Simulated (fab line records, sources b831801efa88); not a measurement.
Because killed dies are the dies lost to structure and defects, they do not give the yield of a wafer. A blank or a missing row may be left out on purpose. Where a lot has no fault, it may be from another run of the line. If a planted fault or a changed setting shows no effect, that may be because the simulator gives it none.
fab line records + flow sfq_line
record:
- lots: 5
- wafers: 15
- last_day: 78
route steps=325 shown L0@4 L0V@16 M0@28
lots that met no fault: taken from a fault-free run of the same line
start_h: hours from the record's first day to the start of the lot's first wafer shown + wait_h: time in hours since the lot's previous step + " as in the row above + L1.1+2: one row covering several wafers at once + - either no value or no given start + * or withheld: withheld + < > ~ a bound
route shown NAME@n: names a module that has steps shown in the file, with the first one's number in the route + usual: average and standard deviation across the fault-free wafers + same: alike in all rows + chamber/n: place in a boat + sites: readings site by site + _std_site: their standard deviation + _edge_site: the outer-site mean with the inner-site mean subtracted + radius_mm: how far each site lies from the wafer's centre + mask NAME#n: copy n + behind: the most recent tool/chamber to have shaped the wafer + hold: why the lot was held/for how many hours/how that ended + device: the transistor (n, p or np) that didn't switch + end of line: the tests these same wafers got at the end of their route + where a step has no rows: the recipe by itself + killed: dies that structure and defects cost at the first sort, which is not the same as the wafer's yield + map: per-die view of a wafer (x killed, . not killed, _ where there is no die)
set.NAME: the setting that was run; set.NAME@STEP: the one run at that earlier step + model.NAME: the simulator's own value behind a step, which no gauge read
lots at some steps of the route; a table a step, a row a wafer
services: a tool's chamber out of use, with start hour (start_h, from the record's first day; less than 0 if before it), hours out, and reason
== steps ==
step: SFQ_L0_RS_MEAS_901
recipe:
- thk_meas_gauge: four-point-probe
- reads: MoNx_KI_of_TRILAYER_L0_DEP_SPUTTER_003
usual:
- L0_MONX_KI_RS: 43.5/0.45
| lot.wafer | tool          | chamber | start_h | wait_h | L0_MONX_KI_RS[ohm/sq] |
|-----------|---------------|---------|---------|--------|-----------------------|
| L503.1    | film_metro-02 | -       | 12.56   | 0.0    | 43.6                  |
| L503.4    | "             | -       | "       | "      | 43.7                  |
| L503.5    | "             | -       | "       | "      | 43.6                  |
| L504.2    | film_metro-01 | -       | 17.58   | 0.1    | 44.1                  |
| L504.3    | "             | -       | "       | "      | 43.8                  |
| L504.5    | "             | -       | "       | "      | 44.3                  |
| L508.1    | film_metro-03 | -       | 37.56   | 0.0    | 43.3                  |
| L508.3    | "             | -       | "       | "      | 43.0                  |
| L508.5    | "             | -       | "       | "      | 42.4                  |
| L514.1    | film_metro-02 | -       | 67.56   | 0.0    | 42.6                  |
| L514.2    | "             | -       | "       | "      | 42.7                  |
| L514.3    | "             | -       | "       | "      | 43.3                  |
| L518.1    | film_metro-01 | -       | 87.56   | 0.0    | 42.7                  |
| L518.2    | "             | -       | "       | "      | 43.0                  |
| L518.6    | "             | -       | "       | "      | 43.3                  |
step: SFQ_L0_THK_MEAS_902
recipe:
- thk_meas_gauge: xrf
- reads: MoNx_KI_of_TRILAYER_L0_DEP_SPUTTER_003
usual:
- L0_MONX_KI_THK: 39.4/0.45
| lot.wafer | tool          | chamber | start_h | wait_h | L0_MONX_KI_THK[nm] |
|-----------|---------------|---------|---------|--------|--------------------|
| L503.1    | film_metro-02 | -       | 12.68   | 0.1    | 39.3               |
| L503.4    | "             | -       | "       | "      | 39.4               |
| L503.5    | "             | -       | "       | "      | 39.4               |
| L504.2    | film_metro-01 | -       | 17.69   | 0.1    | 38.7               |
| L504.3    | "             | -       | "       | "      | 38.9               |
| L504.5    | "             | -       | "       | "      | 38.7               |
| L508.1    | film_metro-03 | -       | 37.68   | 0.1    | 39.4               |
| L508.3    | "             | -       | "       | "      | 39.7               |
| L508.5    | "             | -       | "       | "      | 40.2               |
| L514.1    | film_metro-02 | -       | 67.68   | 0.1    | 40.3               |
| L514.2    | "             | -       | "       | "      | 40.2               |
| L514.3    | "             | -       | "       | "      | 39.6               |
| L518.1    | film_metro-01 | -       | 87.68   | 0.1    | 40.3               |
| L518.2    | "             | -       | "       | "      | 40.0               |
| L518.6    | "             | -       | "       | "      | 39.9               |
step: SFQ_TRILAYER_L0_LITHO_COAT_010
recipe:
- resist: BARC
- spin_rpm: 3000
- resist_thk_nm: 62
step: SFQ_TRILAYER_L0_LITHO_COAT_005
recipe:
- resist: KrF
- spin_rpm: 3000
- resist_thk_nm: 600
step: SFQ_TRILAYER_L0_LITHO_SOFTBAKE_009
recipe:
- temp_c: withheld
- time_s: withheld
- resist: KrF
step: SFQ_TRILAYER_L0_LITHO_EXPOSE_006
recipe:
- mask_id: L0
- na: 0.6
- source_shape: conventional
- sigma_outer: 0.65
- target_cd_nm: 2000
- dose_mj: 14.4
step: SFQ_TRILAYER_L0_LITHO_PEB_008
recipe:
- peb_temp_c: 115
- peb_time_s: 60
- resist: KrF
step: SFQ_TRILAYER_L0_LITHO_DEVELOP_007
recipe:
- time_s: 60
- resist: KrF
step: SFQ_TRILAYER_L0_BARC_OPEN_METAL_ETCH_010
recipe:
- mask_material: PR
- chemistry: O2
- target_depth_nm: 125
- target: BARC
- icp_w: 600
- bias_w: 80
- pressure_mtorr: 10
- time_s: 41.7
usual:
- drypump_motor_current_A: 5.9/0.59
- oes_product_au: 0.685/0.0046
| lot.wafer | tool         | chamber | start_h | wait_h | drypump_motor_current_A | oes_product_au | rf_hours_counter_h |
|-----------|--------------|---------|---------|--------|-------------------------|----------------|--------------------|
| L503.1    | rie_metal-02 | 1       | 81.25   | 0.1    | 6.3                     | 0.678          | 89                 |
| L503.4    | "            | 0       | "       | "      | 6.6                     | 0.677          | -                  |
| L503.5    | "            | 0       | "       | "      | 6.6                     | 0.678          | -                  |
| L504.2    | rie_metal-02 | 1       | 89.11   | 0.1    | 6.3                     | 0.689          | 90                 |
| L504.3    | "            | 1       | "       | "      | 6.3                     | 0.690          | -                  |
| L504.5    | "            | 1       | "       | "      | 6.3                     | 0.682          | -                  |
| L508.1    | rie_metal-02 | 1       | 112.60  | 0.1    | 6.3                     | 0.686          | 94                 |
| L508.3    | "            | 0       | "       | "      | 6.6                     | 0.686          | -                  |
| L508.5    | "            | 0       | "       | "      | 6.6                     | 0.680          | -                  |
| L514.1    | rie_metal-04 | 1       | 148.72  | 0.1    | 4.7                     | 0.690          | 98                 |
| L514.2    | "            | 0       | "       | "      | 5.7                     | 0.686          | 126                |
| L514.3    | "            | 1       | "       | "      | 4.8                     | 0.684          | -                  |
| L518.1    | rie_metal-04 | 0       | 168.37  | 0.1    | 5.6                     | 0.685          | 129                |
| L518.2    | "            | 1       | "       | "      | 4.7                     | 0.690          | 101                |
| L518.6    | "            | 0       | "       | "      | 5.6                     | 0.683          | -                  |
step: SFQ_TRILAYER_L0_ETCH_METAL_ETCH_008
recipe:
- target: MoNx_KI
- stop_on: SiO2
- mask_material: PR
- chemistry: SF6/O2
- target_depth_nm: 50
- icp_w: 600
- bias_w: 80
- pressure_mtorr: 10
- time_s: 25
usual:
- drypump_motor_current_A: 5.9/0.59
- oes_product_au: 0.874/0.0063
| lot.wafer | tool         | chamber | start_h | wait_h | drypump_motor_current_A | oes_product_au | rf_hours_counter_h |
|-----------|--------------|---------|---------|--------|-------------------------|----------------|--------------------|
| L503.1    | rie_metal-02 | 1       | 81.31   | 0.0    | 6.3                     | 0.867          | 89                 |
| L503.4    | "            | 0       | "       | "      | 6.5                     | 0.870          | -                  |
| L503.5    | "            | 0       | "       | "      | 6.6                     | 0.870          | -                  |
| L504.2    | rie_metal-02 | 1       | 89.17   | 0.0    | 6.3                     | 0.866          | 90                 |
| L504.3    | "            | 1       | "       | "      | 6.3                     | 0.880          | -                  |
| L504.5    | "            | 1       | "       | "      | 6.3                     | 0.860          | -                  |
| L508.1    | rie_metal-02 | 1       | 112.66  | 0.0    | 6.3                     | 0.880          | 94                 |
| L508.3    | "            | 0       | "       | "      | 6.6                     | 0.870          | -                  |
| L508.5    | "            | 0       | "       | "      | 6.6                     | 0.886          | -                  |
| L514.1    | rie_metal-04 | 1       | 148.78  | 0.0    | 4.7                     | 0.880          | 98                 |
| L514.2    | "            | 0       | "       | "      | 5.7                     | 0.880          | 126                |
| L514.3    | "            | 1       | "       | "      | 4.7                     | 0.878          | -                  |
| L518.1    | rie_metal-04 | 0       | 168.42  | 0.0    | 5.7                     | 0.886          | 129                |
| L518.2    | "            | 1       | "       | "      | 4.7                     | 0.884          | 101                |
| L518.6    | "            | 0       | "       | "      | 5.6                     | 0.876          | -                  |
step: SFQ_TRILAYER_L0_STRIP_STRIP_009
recipe:
- gas: O2
- power_w: 200
- platen_temp_c: 40
- overash_fraction: 0.65
- chemistry: O2
- pressure_mtorr: 50
step: SFQ_TRILAYER_L0_STRIP_SOLV_CLEAN_010
recipe:
- chemistry: NMP
- temp_c: 70
- time_s: 600
step: SFQ_TRILAYER_L0_CAP_PECVD_011
recipe:
- material: SiO2
- temp_c: 150
- time_s: 13.333
- pressure_torr: 2.4
- rf_w: 183.3
- precursor: SiH4/N2O
- target_thk_nm: 60
usual:
- heater_power_w: 82/13
- throttle_valve_pct: 24.4/1.4
| lot.wafer | tool     | chamber | start_h | wait_h | heater_power_w | throttle_valve_pct | model.SiO2_of_TRILAYER_L0_CAP_PECVD_011.thk_nm |
|-----------|----------|---------|---------|--------|----------------|--------------------|------------------------------------------------|
| L503.1    | pecvd-03 | 0       | 82.13   | 0.0    | 67             | 23.8               | 59.35                                          |
| L503.4    | "        | 2       | "       | "      | 54             | 22.2               | 59.39                                          |
| L503.5    | "        | 0       | "       | "      | 68             | 24.0               | 60.42                                          |
| L504.2    | pecvd-01 | 2       | 89.99   | 0.0    | 80             | 26.7               | 59.2                                           |
| L504.3    | "        | 1       | "       | "      | 96             | 25.2               | 59.17                                          |
| L504.5    | "        | 1       | "       | "      | 95             | 25.3               | 59.45                                          |
| L508.1    | pecvd-03 | 0       | 113.48  | 0.0    | 85             | 24.2               | 60.01                                          |
| L508.3    | "        | 2       | "       | "      | 59             | 22.2               | 59.63                                          |
| L508.5    | "        | 0       | "       | "      | 66             | 23.9               | 61.07                                          |
| L514.1    | pecvd-01 | 0       | 149.60  | 0.0    | 92             | 25.8               | 60.72                                          |
| L514.2    | "        | 1       | "       | "      | 101            | 25.4               | 59.65                                          |
| L514.3    | "        | 2       | "       | "      | 81             | 26.7               | 60.25                                          |
| L518.1    | pecvd-01 | 0       | 169.25  | 0.0    | 95             | 25.9               | 50.65                                          |
| L518.2    | "        | 1       | "       | "      | 91             | 25.3               | 59.05                                          |
| L518.6    | "        | 0       | "       | "      | 97             | 25.4               | 61.08                                          |
step: SFQ_TRILAYER_L0_VIA_LITHO_COAT_018
recipe:
- resist: BARC
- spin_rpm: 3000
- resist_thk_nm: 62
step: SFQ_TRILAYER_L0_VIA_LITHO_COAT_013
recipe:
- resist: KrF
- spin_rpm: 3000
- resist_thk_nm: 650
step: SFQ_TRILAYER_L0_VIA_LITHO_SOFTBAKE_017
recipe:
- temp_c: withheld
- time_s: withheld
- resist: KrF
step: SFQ_TRILAYER_L0_VIA_LITHO_EXPOSE_014
recipe:
- mask_id: L0V
- na: 0.6
- source_shape: conventional
- sigma_outer: 0.65
- target_cd_nm: 700
- dose_mj: 21.3
step: SFQ_TRILAYER_L0_VIA_LITHO_PEB_016
recipe:
- peb_temp_c: 115
- peb_time_s: 60
- resist: KrF
step: SFQ_TRILAYER_L0_VIA_LITHO_DEVELOP_015
recipe:
- time_s: 60
- resist: KrF
step: SFQ_L0V_OVL_MEAS_903
usual:
- L0V_OVL: -2/5.2
| lot.wafer | tool       | chamber | start_h | wait_h | L0V_OVL[nm] |
|-----------|------------|---------|---------|--------|-------------|
| L503.1    | overlay-02 | -       | 161.17  | 0.1    | -7          |
| L503.4    | "          | -       | "       | "      | -9          |
| L503.5    | "          | -       | "       | "      | -6          |
| L504.2    | overlay-02 | -       | 169.57  | 0.1    | 1           |
| L504.3    | "          | -       | "       | "      | -6          |
| L504.5    | "          | -       | "       | "      | -10         |
| L508.1    | overlay-02 | -       | 207.14  | 0.1    | 0           |
| L508.3    | "          | -       | "       | "      | -2          |
| L508.5    | "          | -       | "       | "      | -1          |
| L514.1    | overlay-02 | -       | 249.15  | 0.1    | 7           |
| L514.2    | "          | -       | "       | "      | 9           |
| L514.3    | "          | -       | "       | "      | 1           |
| L518.1    | overlay-02 | -       | 276.75  | 0.1    | -3          |
| L518.2    | "          | -       | "       | "      | -10         |
| L518.6    | "          | -       | "       | "      | 1           |
step: SFQ_TRILAYER_L0_VIA_BARC_OPEN_VIA_ETCH_021
recipe:
- mask_material: PR
- chemistry: O2
- target_depth_nm: 125
- target: BARC
- source_w: 500
- bias_w: 80
- pressure_mtorr: 30
- time_s: 41.7
usual:
- drypump_motor_current_A: 5.7/0.52
- oes_product_au: 0.685/0.0045
| lot.wafer | tool        | chamber | start_h | wait_h | drypump_motor_current_A | oes_product_au | rf_hours_counter_h |
|-----------|-------------|---------|---------|--------|-------------------------|----------------|--------------------|
| L503.1    | rie_diel-01 | 3       | 161.20  | 0.0    | 6.0                     | 0.688          | 7                  |
| L503.4    | "           | 2       | "       | "      | 5.6                     | 0.683          | 28                 |
| L503.5    | "           | 0       | "       | "      | 6.6                     | 0.683          | -                  |
| L504.2    | rie_diel-04 | 2       | 169.60  | 0.0    | 4.9                     | 0.680          | 8                  |
| L504.3    | "           | 1       | "       | "      | 5.6                     | 0.682          | 4                  |
| L504.5    | "           | 1       | "       | "      | 5.6                     | 0.693          | -                  |
| L508.1    | rie_diel-04 | 2       | 207.17  | 0.0    | 4.9                     | 0.682          | 8                  |
| L508.3    | "           | 1       | "       | "      | 5.6                     | 0.684          | 5                  |
| L508.5    | "           | 0       | "       | "      | 5.0                     | 0.681          | -                  |
| L514.1    | rie_diel-01 | 2       | 249.19  | 0.0    | 5.6                     | 0.686          | 28                 |
| L514.2    | "           | 3       | "       | "      | 6.1                     | 0.690          | 8                  |
| L514.3    | "           | 1       | "       | "      | 6.2                     | 0.686          | 13                 |
| L518.1    | rie_diel-02 | 0       | 276.79  | 0.0    | 5.3                     | 0.678          | 7                  |
| L518.2    | "           | 2       | "       | "      | 6.1                     | 0.686          | 121                |
| L518.6    | "           | 2       | "       | "      | 6.1                     | 0.680          | -                  |
step: SFQ_TRILAYER_L0_VIA_ETCH_VIA_ETCH_016
recipe:
- target: SiO2
- stop_on: MoNx_KI
- mask_material: PR
- chemistry: CHF3
- target_depth_nm: 80
- source_w: 500
- bias_w: 80
- pressure_mtorr: 30
- time_s: withheld
usual:
- drypump_motor_current_A: 5.7/0.53
- oes_product_au: 0.843/0.0072
| lot.wafer | tool        | chamber | start_h | wait_h | drypump_motor_current_A | oes_product_au | model.etch.depth_nm | model.L0V.feature_depth_nm |
|-----------|-------------|---------|---------|--------|-------------------------|----------------|---------------------|----------------------------|
| L503.1    | rie_diel-01 | 3       | 161.24  | 0.0    | 6.1                     | 0.841          | 59.35               | 59.35                      |
| L503.4    | "           | 2       | "       | "      | 5.7                     | 0.838          | 59.39               | 59.39                      |
| L503.5    | "           | 0       | "       | "      | 6.6                     | 0.846          | 60.42               | 60.42                      |
| L504.2    | rie_diel-04 | 2       | 169.64  | 0.0    | 4.9                     | 0.836          | 59.2                | 59.2                       |
| L504.3    | "           | 1       | "       | "      | 5.6                     | 0.837          | 59.17               | 59.17                      |
| L504.5    | "           | 1       | "       | "      | 5.6                     | 0.847          | 59.45               | 59.45                      |
| L508.1    | rie_diel-04 | 2       | 207.21  | 0.0    | 4.9                     | 0.851          | 60.01               | 60.01                      |
| L508.3    | "           | 1       | "       | "      | 5.6                     | 0.834          | 59.63               | 59.63                      |
| L508.5    | "           | 0       | "       | "      | 5.0                     | 0.861          | 61.07               | 61.07                      |
| L514.1    | rie_diel-01 | 2       | 249.23  | 0.0    | 5.7                     | 0.849          | 60.72               | 60.72                      |
| L514.2    | "           | 3       | "       | "      | 6.1                     | 0.842          | 59.65               | 59.65                      |
| L514.3    | "           | 1       | "       | "      | 6.2                     | 0.847          | 60.25               | 60.25                      |
| L518.1    | rie_diel-02 | 0       | 276.83  | 0.0    | 5.3                     | 0.762          | 50.65               | 50.65                      |
| L518.2    | "           | 2       | "       | "      | 6.1                     | 0.834          | 59.05               | 59.05                      |
| L518.6    | "           | 2       | "       | "      | 6.1                     | 0.838          | 61.08               | 61.08                      |
step: SFQ_TRILAYER_L0_VIA_STRIP_STRIP_017
recipe:
- gas: O2
- power_w: 200
- platen_temp_c: 40
- overash_fraction: 0.65
- chemistry: O2
- pressure_mtorr: 50
usual:
- drypump_motor_current_A: 5.6/0.49
- oes_product_au: 0.999/0.0077
- platen_temp_c: 40.00/0.098
| lot.wafer | tool         | chamber | start_h | wait_h | drypump_motor_current_A | oes_product_au | platen_temp_c | rf_hours_counter_h |
|-----------|--------------|---------|---------|--------|-------------------------|----------------|---------------|--------------------|
| L503.1    | rie_metal-04 | 1       | 161.29  | -      | 4.7                     | 0.993          | 40.07         | 100                |
| L503.4    | "            | 0       | "       | "      | 5.7                     | 1.002          | 40.05         | -                  |
| L503.5    | "            | 1       | "       | "      | 4.8                     | 1.000          | 40.08         | -                  |
| L504.2    | rie_metal-03 | 1       | 169.69  | -      | 6.1                     | 0.983          | 40.03         | 34                 |
| L504.3    | "            | 1       | "       | "      | 6.1                     | 0.985          | 40.12         | -                  |
| L504.5    | "            | 0       | "       | "      | 5.5                     | 1.004          | 40.09         | -                  |
| L508.1    | rie_metal-03 | 0       | 207.26  | -      | 5.5                     | 1.003          | 40.06         | 161                |
| L508.3    | "            | 1       | "       | "      | 6.1                     | 1.002          | 40.02         | -                  |
| L508.5    | "            | 1       | "       | "      | 6.1                     | 0.985          | 39.94         | -                  |
| L514.1    | rie_metal-03 | 0       | 249.27  | -      | 5.5                     | 0.990          | 40.07         | 169                |
| L514.2    | "            | 1       | "       | "      | 6.1                     | 1.000          | 39.80         | 47                 |
| L514.3    | "            | 1       | "       | "      | 6.1                     | 0.998          | 39.85         | -                  |
| L518.1    | rie_metal-04 | 0       | 276.87  | -      | 5.7                     | 0.990          | 40.16         | 148                |
| L518.2    | "            | 1       | "       | "      | 4.8                     | 1.010          | 40.03         | 120                |
| L518.6    | "            | 1       | "       | "      | 4.8                     | 1.015          | 39.95         | -                  |
step: SFQ_TRILAYER_L0_VIA_STRIP_SOLV_CLEAN_018
recipe:
- chemistry: NMP
- temp_c: 70
- time_s: 600
step: SFQ_TRILAYER_M0_DEP_PRE_CLEAN_020
recipe:
- gas: Ar
- time_s: 15
- bias_v: 250
| lot.wafer | tool           | chamber | start_h | wait_h | model.SiO2_of_TRILAYER_L0_CAP_PECVD_011.thk_nm |
|-----------|----------------|---------|---------|--------|------------------------------------------------|
| L503.1    | pvd_sputter-05 | -       | 162.10  | 0.0    | 54.35                                          |
| L503.4    | "              | -       | "       | "      | 54.39                                          |
| L503.5    | "              | -       | "       | "      | 55.42                                          |
| L504.2    | pvd_sputter-04 | -       | 170.48  | 0.0    | 54.2                                           |
| L504.3    | "              | -       | "       | "      | 54.17                                          |
| L504.5    | "              | -       | "       | "      | 54.45                                          |
| L508.1    | pvd_sputter-05 | -       | 208.04  | 0.0    | 55.01                                          |
| L508.3    | "              | -       | "       | "      | 54.63                                          |
| L508.5    | "              | -       | "       | "      | 56.07                                          |
| L514.1    | pvd_sputter-03 | -       | 250.05  | 0.0    | 55.72                                          |
| L514.2    | "              | -       | "       | "      | 54.65                                          |
| L514.3    | "              | -       | "       | "      | 55.25                                          |
| L518.1    | pvd_sputter-03 | -       | 277.65  | 0.0    | 45.65                                          |
| L518.2    | "              | -       | "       | "      | 54.05                                          |
| L518.6    | "              | -       | "       | "      | 56.08                                          |
step: SFQ_TRILAYER_M0_DEP_SPUTTER_019
recipe:
- material: Nb
- base_pressure_pa: 1.33e-06
- chamber_pressure_pa: 0.1333
- substrate_temp_c: 20
- resputter_cathode_voltage_v: 400
- target_thk_nm: 200
- power_w: 2000
- time_s: 133.3
usual:
- throttle_valve_pct: 29.9/0.92
| lot.wafer | tool           | chamber | start_h | wait_h | throttle_valve_pct |
|-----------|----------------|---------|---------|--------|--------------------|
| L503.1    | pvd_sputter-05 | -       | 162.12  | 0.0    | 29.8               |
| L503.4    | "              | -       | "       | "      | 28.9               |
| L503.5    | "              | -       | "       | "      | 29.5               |
| L504.2    | pvd_sputter-04 | -       | 170.50  | 0.0    | 31.9               |
| L504.3    | "              | -       | "       | "      | 29.2               |
| L504.5    | "              | -       | "       | "      | 31.9               |
| L508.1    | pvd_sputter-05 | -       | 208.06  | 0.0    | 28.9               |
| L508.3    | "              | -       | "       | "      | 29.1               |
| L508.5    | "              | -       | "       | "      | 29.2               |
| L514.1    | pvd_sputter-03 | -       | 250.07  | 0.0    | 29.3               |
| L514.2    | "              | -       | "       | "      | 29.2               |
| L514.3    | "              | -       | "       | "      | 30.2               |
| L518.1    | pvd_sputter-03 | -       | 277.67  | 0.0    | 29.4               |
| L518.2    | "              | -       | "       | "      | 30.3               |
| L518.6    | "              | -       | "       | "      | 29.2               |
== services ==
| tool           | chamber | start_h | hours | kind           |
|----------------|---------|---------|-------|----------------|
| pvd_sputter-03 | -       | 60.16   | 8.4   | repair         |
| pvd_sputter-05 | -       | 66.03   | 1.2   | repair         |
| rie_diel-02    | -       | 70.47   | 0.4   | repair         |
| rie_diel-01    | 0       | 73.87   | 3.0   | repair         |
| pecvd-01       | -       | 75.16   | 2.8   | pm             |
| pvd_sputter-04 | -       | 131.05  | 4.6   | repair         |
| rie_metal-03   | -       | 132.03  | 0.6   | repair         |
| pecvd-03       | -       | 145.32  | 4.3   | pm             |
| rie_diel-04    | 0       | 147.63  | 1.4   | repair         |
| pvd_sputter-05 | -       | 169.41  | 7.6   | repair         |
| rie_diel-04    | 2       | 170.73  | 32.8  | repair         |
| rie_diel-04    | 1       | 173.44  | 2.9   | repair         |
| pvd_sputter-03 | -       | 182.89  | 1.0   | repair         |
| pecvd-01       | 2       | 198.35  | 7.2   | repair         |
| pecvd-03       | 2       | 210.96  | 6.2   | repair         |
| rie_metal-02   | -       | 211.55  | 14.6  | pm             |
| rie_metal-04   | -       | 213.85  | 2.8   | pm             |
| rie_metal-03   | -       | 217.16  | 1.4   | pm             |
| pvd_sputter-04 | -       | 221.30  | 9.7   | repair         |
| rie_diel-04    | 3       | 225.67  | -     | clean          |
| rie_diel-04    | 3       | 225.67  | 18.7  | scheduled_down |
| rie_diel-04    | 3       | 225.67  | 18.7  | vent_cycle     |
| pecvd-01       | -       | 240.33  | 1.6   | repair         |
| rie_diel-01    | 0       | 252.60  | 5.0   | repair         |
== key ==
first_sign:
- step: SFQ_TRILAYER_L0_VIA_ETCH_VIA_ETCH_016
- reading: oes_product_au
- direction: down
- sigmas: 11
- usual: 0.843
- struck: 0.762
effect none on later readings
model_effect:
- step: SFQ_TRILAYER_L0_CAP_PECVD_011
- value: SiO2_of_TRILAYER_L0_CAP_PECVD_011.thk_nm
- without: 60.15
- struck: 50.65
model_effect:
- step: SFQ_TRILAYER_L0_VIA_ETCH_VIA_ETCH_016
- value: etch.depth_nm
- without: 60.15
- struck: 50.65
model_effect:
- step: SFQ_TRILAYER_M0_DEP_PRE_CLEAN_020
- value: SiO2_of_TRILAYER_L0_CAP_PECVD_011.thk_nm
- without: 55.15
- struck: 45.65
met_at SFQ_TRILAYER_L0_CAP_PECVD_011
struck_wafers L518.1
onset_between 149.60 169.25
fault:
- kind: process_parameter_drift
- tool: pecvd-01
- chamber: -
- onset_h: 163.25
- steps: SFQ_TRILAYER_L0_CAP_PECVD_011
- channel: target_thk_nm
- offset: -9.5711
- shape: step
- end_h: 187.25
- scope: struck_wafers_only
- acts_in: these_recipes_only
- stated: 60
